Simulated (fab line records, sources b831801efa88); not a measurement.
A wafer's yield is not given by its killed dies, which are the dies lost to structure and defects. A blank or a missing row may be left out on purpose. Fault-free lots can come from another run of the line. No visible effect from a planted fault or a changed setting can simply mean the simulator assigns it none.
Which tool did it? + flow gf180mcu + Sampling: 11 lots, 33 wafers, 6 of 602 route steps

== WHAT THE GAUGES READ, wafer by wafer ==
GF_STI_CD_MEAS_12: the cd target is 220 nm. Usual: cd_nm at 219.9 nm, with a standard deviation of 1.3.
| lot  | measured    | on        | cd_nm (nm)        | flag |
|------|-------------|-----------|-------------------|------|
| L501 | day 2 01:39 | cd_sem-02 | 221.4 222.3 221.8 |      |
| L502 | day 2 06:07 | cd_sem-02 | 218.3 219.2 217.9 |      |
| L503 | day 2 13:42 | cd_sem-02 | 218.4 218.9 218.4 |      |
| L505 | day 2 22:05 | cd_sem-01 | 219.2 219.2 219.7 |      |
| L507 | day 3 08:24 | cd_sem-02 | 220.5 220.6 220.1 |      |
| L513 | day 4 15:17 | cd_sem-02 | 221.5 222.1 221.4 |      |
| L516 | day 5 06:51 | cd_sem-01 | 220.4 220.1 221.2 |      |
| L519 | day 5 21:49 | cd_sem-01 | 219.5 218.8 218.8 |      |
| L522 | day 6 13:16 | cd_sem-02 | 221.8 221.7 222.4 |      |
| L523 | day 6 19:02 | cd_sem-02 | 217.6 218.4 216.4 |      |
| L524 | day 6 22:56 | cd_sem-02 | 219.7 219.2 219.3 |      |

GF_MVSD_TW_MEAS_11. Usual: MVSD_TW gives 1592 (standard deviation 7.5).
| lot  | measured     | on            | MVSD_TW           | flag |
|------|--------------|---------------|-------------------|------|
| L501 | day 4 11:06  | film_metro-01 | 1596 1597 1590    |      |
| L502 | day 4 16:04  | film_metro-01 | 1592 1589 1587    |      |
| L503 | day 5 00:39  | film_metro-02 | 1592 1585 1589    |      |
| L505 | day 5 10:19  | film_metro-02 | 1590 1580 1582    |      |
| L507 | day 5 20:07  | film_metro-04 | 1585 1582 1589    |      |
| L513 | day 7 07:35  | film_metro-01 | 30 30 30 30 30 30 | OFF  |
| L516 | day 8 02:18  | film_metro-02 | 1592 1587 1588    |      |
| L519 | day 8 17:41  | film_metro-02 | 1592 1586 1590    |      |
| L522 | day 9 19:19  | film_metro-02 | 1593 1596 1603    |      |
| L523 | day 9 19:40  | film_metro-04 | 1594 1596 1588    |      |
| L524 | day 10 00:28 | film_metro-01 | 1593 1588 1606    |      |

GF_VT_IMPLANT_RS_MEAS_47: measures by four-point-probe. Usual: NWELL_RS gives 487.9 ohm/sq (standard deviation 1.2).
| lot  | measured     | on            | NWELL_RS (ohm/sq) | flag |
|------|--------------|---------------|-------------------|------|
| L501 | day 7 13:00  | film_metro-04 | 487.6 486.7 487.1 |      |
| L502 | day 7 18:47  | film_metro-04 | 487.7 489.6 488.8 |      |
| L503 | day 8 03:15  | film_metro-01 | 487.6 487.6 488.0 |      |
| L505 | day 8 13:46  | film_metro-01 | 486.5 487.1 486.4 |      |
| L507 | day 9 02:58  | film_metro-04 | 488.8 487.3 489.1 |      |
| L516 | day 11 18:08 | film_metro-01 | 488.2 488.1 488.0 |      |
| L519 | day 12 13:24 | film_metro-01 | 489.5 487.6 487.8 |      |
| L522 | day 13 19:40 | film_metro-01 | 488.2 490.2 487.4 |      |
| L523 | day 13 19:58 | film_metro-02 | 486.5 487.4 487.0 |      |
| L524 | day 14 01:25 | film_metro-04 | 488.1 489.6 486.9 |      |

== EACH LOT AND THE TOOL THAT RAN IT (in order: tool; ch and the chambers of the sampled wafers; start) ==
| lot  | GF_NWELL_STRIP_10                   | GF_LVPWELL_STRIP_10                 | GF_MVSD_STRIP_10                    |
|------|-------------------------------------|-------------------------------------|-------------------------------------|
| L501 | plasma_asher-01 ch 0,1, day 3 08:16 | plasma_asher-04 ch 0,1, day 3 21:44 | plasma_asher-04 ch 0,1, day 4 11:00 |
| L502 | plasma_asher-02 ch 0,1, day 3 12:48 | plasma_asher-02 ch 0,1, day 4 02:02 | plasma_asher-04 ch 0,1, day 4 15:58 |
| L503 | plasma_asher-01 ch 0,1, day 3 21:30 | plasma_asher-02 ch 0, day 4 10:39   | plasma_asher-02 ch 0,1, day 5 00:33 |
| L505 | plasma_asher-01 ch 0, day 4 05:45   | plasma_asher-04 ch 0,1, day 4 19:53 | plasma_asher-04 ch 0,1, day 5 10:13 |
| L507 | plasma_asher-01 ch 0,1, day 4 15:43 | plasma_asher-02 ch 0,1, day 5 05:30 | plasma_asher-02 ch 0,1, day 5 20:00 |
| L513 | plasma_asher-03 ch 0,1, day 6 01:56 | plasma_asher-02 ch 0,1, day 6 16:29 | plasma_asher-02 ch 0,1, day 7 07:29 |
| L516 | plasma_asher-03 ch 0,1, day 6 18:04 | plasma_asher-04 ch 0,1, day 7 09:28 | plasma_asher-03 ch 0,1, day 8 02:12 |
| L519 | plasma_asher-02 ch 0,1, day 7 08:25 | plasma_asher-04 ch 0,1, day 8 01:12 | plasma_asher-02 ch 0,1, day 8 17:35 |
| L522 | plasma_asher-03 ch 1, day 8 09:27   | plasma_asher-02 ch 0,1, day 9 01:41 | plasma_asher-03 ch 0,1, day 9 19:13 |
| L523 | plasma_asher-02 ch 0,1, day 8 09:37 | plasma_asher-04 ch 0,1, day 9 01:46 | plasma_asher-03 ch 0,1, day 9 19:34 |
| L524 | plasma_asher-01 ch 0,1, day 8 13:22 | plasma_asher-01 ch 1, day 9 06:21   | plasma_asher-04 ch 0, day 10 00:22  |
- GF_NWELL_STRIP_10: strips in O2/N2.
- GF_LVPWELL_STRIP_10: strips in O2/N2.
- GF_MVSD_STRIP_10: strips in O2/N2.

== AS READ BY THE TOOLS THEMSELVES (means over the sampled wafers that have a number; for cases with no such wafer, the mark the record gives instead) ==
GF_NWELL_STRIP_10. Usual: drypump_motor_current_A 5.6 A, standard deviation 0.47; heater_power_w 346 W, standard deviation 55; o2_flow_sccm 3000 sccm, standard deviation 8.6; oes_product_au 0.722 a.u., standard deviation 0.0047; strip_time_to_endpoint_s 36.96 s, standard deviation 0.11.
| lot  | tool            | drypump_motor_current_A (A) | heater_power_w (W) | o2_flow_sccm (sccm) | oes_product_au (a.u.) | strip_time_to_endpoint_s (s) | flag |
|------|-----------------|-----------------------------|--------------------|---------------------|-----------------------|------------------------------|------|
| L501 | plasma_asher-01 | 5.9                         | 362                | 3001                | 0.722                 | 36.79                        |      |
| L502 | plasma_asher-02 | 5.2                         | 379                | 3008                | 0.717                 | 36.96                        |      |
| L503 | plasma_asher-01 | 6.1                         | 385                | 3006                | 0.715                 | 37.00                        |      |
| L505 | plasma_asher-01 | 6.2                         | 407                | 2992                | 0.722                 | 36.97                        |      |
| L507 | plasma_asher-01 | 5.9                         | 363                | 3005                | 0.726                 | 36.98                        |      |
| L513 | plasma_asher-03 | 5.4                         | 274                | 2990                | 0.719                 | 36.88                        |      |
| L516 | plasma_asher-03 | 5.4                         | 274                | 3001                | 0.725                 | 37.19                        |      |
| L519 | plasma_asher-02 | 5.2                         | 378                | 3004                | 0.722                 | 36.95                        |      |
| L522 | plasma_asher-03 | 6.1                         | 284                | 2992                | 0.723                 | 37.12                        |      |
| L523 | plasma_asher-02 | 5.1                         | 347                | 3004                | 0.721                 | 36.94                        |      |
| L524 | plasma_asher-01 | 6.0                         | 393                | 3001                | 0.718                 | 37.11                        |      |

GF_LVPWELL_STRIP_10. Usual: drypump_motor_current_A 5.7 A, standard deviation 0.43; heater_power_w 373 W, standard deviation 55; o2_flow_sccm 3000 sccm, standard deviation 9.1; oes_product_au 0.722 a.u., standard deviation 0.0045; strip_time_to_endpoint_s 36.94 s, standard deviation 0.097.
| lot  | tool            | drypump_motor_current_A (A) | heater_power_w (W) | o2_flow_sccm (sccm) | oes_product_au (a.u.) | strip_time_to_endpoint_s (s) | flag |
|------|-----------------|-----------------------------|--------------------|---------------------|-----------------------|------------------------------|------|
| L501 | plasma_asher-04 | 5.9                         | 400                | 2990                | 0.718                 | 37.03                        |      |
| L502 | plasma_asher-02 | 5.1                         | 379                | 3003                | 0.723                 | 36.91                        |      |
| L503 | plasma_asher-02 | 5.1                         | 315                | 3005                | 0.723                 | 36.88                        |      |
| L505 | plasma_asher-04 | 6.0                         | 354                | 2993                | 0.723                 | 37.00                        |      |
| L507 | plasma_asher-02 | 5.1                         | 345                | 3005                | 0.725                 | 37.00                        |      |
| L513 | plasma_asher-02 | 5.2                         | 382                | 3010                | 0.936                 | -                            | OFF  |
| L516 | plasma_asher-04 | 6.0                         | 366                | 2995                | 0.719                 | 37.07                        |      |
| L519 | plasma_asher-04 | 5.9                         | 398                | 2998                | 0.723                 | 36.78                        |      |
| L522 | plasma_asher-02 | 5.1                         | 343                | 3004                | 0.721                 | 36.93                        |      |
| L523 | plasma_asher-04 | 6.0                         | 399                | 3013                | 0.719                 | 36.81                        |      |
| L524 | plasma_asher-01 | 5.7                         | 333                | 2989                | 0.722                 | 36.98                        |      |

GF_MVSD_STRIP_10. Usual: drypump_motor_current_A 5.6 A, standard deviation 0.46; heater_power_w 349 W, standard deviation 64; o2_flow_sccm 3002 sccm, standard deviation 8.9; oes_product_au 0.723 a.u., standard deviation 0.0046; strip_time_to_endpoint_s 36.99 s, standard deviation 0.081.
| lot  | tool            | drypump_motor_current_A (A) | heater_power_w (W) | o2_flow_sccm (sccm) | oes_product_au (a.u.) | strip_time_to_endpoint_s (s) | flag |
|------|-----------------|-----------------------------|--------------------|---------------------|-----------------------|------------------------------|------|
| L501 | plasma_asher-04 | 5.9                         | 406                | 3002                | 0.725                 | 36.90                        |      |
| L502 | plasma_asher-04 | 6.0                         | 361                | 3005                | 0.719                 | 37.01                        |      |
| L503 | plasma_asher-02 | 5.1                         | 345                | 3005                | 0.728                 | 36.99                        |      |
| L505 | plasma_asher-04 | 6.0                         | 400                | 3003                | 0.727                 | 37.08                        |      |
| L507 | plasma_asher-02 | 5.2                         | 346                | 3005                | 0.724                 | 36.95                        |      |
| L513 | plasma_asher-02 | 5.1                         | 344                | 3011                | 0.723                 | 57.89                        | OFF  |
| L516 | plasma_asher-03 | 5.4                         | 274                | 2999                | 0.722                 | 36.96                        |      |
| L519 | plasma_asher-02 | 5.2                         | 382                | 3006                | 0.720                 | 37.03                        |      |
| L522 | plasma_asher-03 | 5.4                         | 279                | 3004                | 0.719                 | 36.97                        |      |
| L523 | plasma_asher-03 | 5.4                         | 275                | 2999                | 0.726                 | 37.01                        |      |
| L524 | plasma_asher-04 | 5.8                         | 439                | 3003                | 0.725                 | 36.97                        |      |

== THE ANSWER, worked out from the rows above alone ==
Rule: a lot is off if the mean of its wafers that have a number lies more than 3 standard deviations from the usual mean. A lot without any number at a reading at which 4 lots or more have one is off too. Where the step has rows for the other lots, those lots are counted as sound. The gauges are gone through in route order, then the tools' own readings, and for those a lot's mean is taken as printed above. At the first step where some lot is off, the reading lying furthest off is the one used; lots without a number count as furthest.
Off: L513, at GF_MVSD_TW_MEAS_11 (MVSD_TW).
If a tool, at a process step before that reading, ran all the lots that are off and no sound lot after the first of them, it fits. The gauges at GF_MVSD_TW_MEAS_11 aren't tried: what is off there is off at GF_LVPWELL_STRIP_10 too, on other tools, and a gauge's error can't cause that. No candidate that was tried fits.

== WHAT THE SIMULATOR HAD INSERTED ==
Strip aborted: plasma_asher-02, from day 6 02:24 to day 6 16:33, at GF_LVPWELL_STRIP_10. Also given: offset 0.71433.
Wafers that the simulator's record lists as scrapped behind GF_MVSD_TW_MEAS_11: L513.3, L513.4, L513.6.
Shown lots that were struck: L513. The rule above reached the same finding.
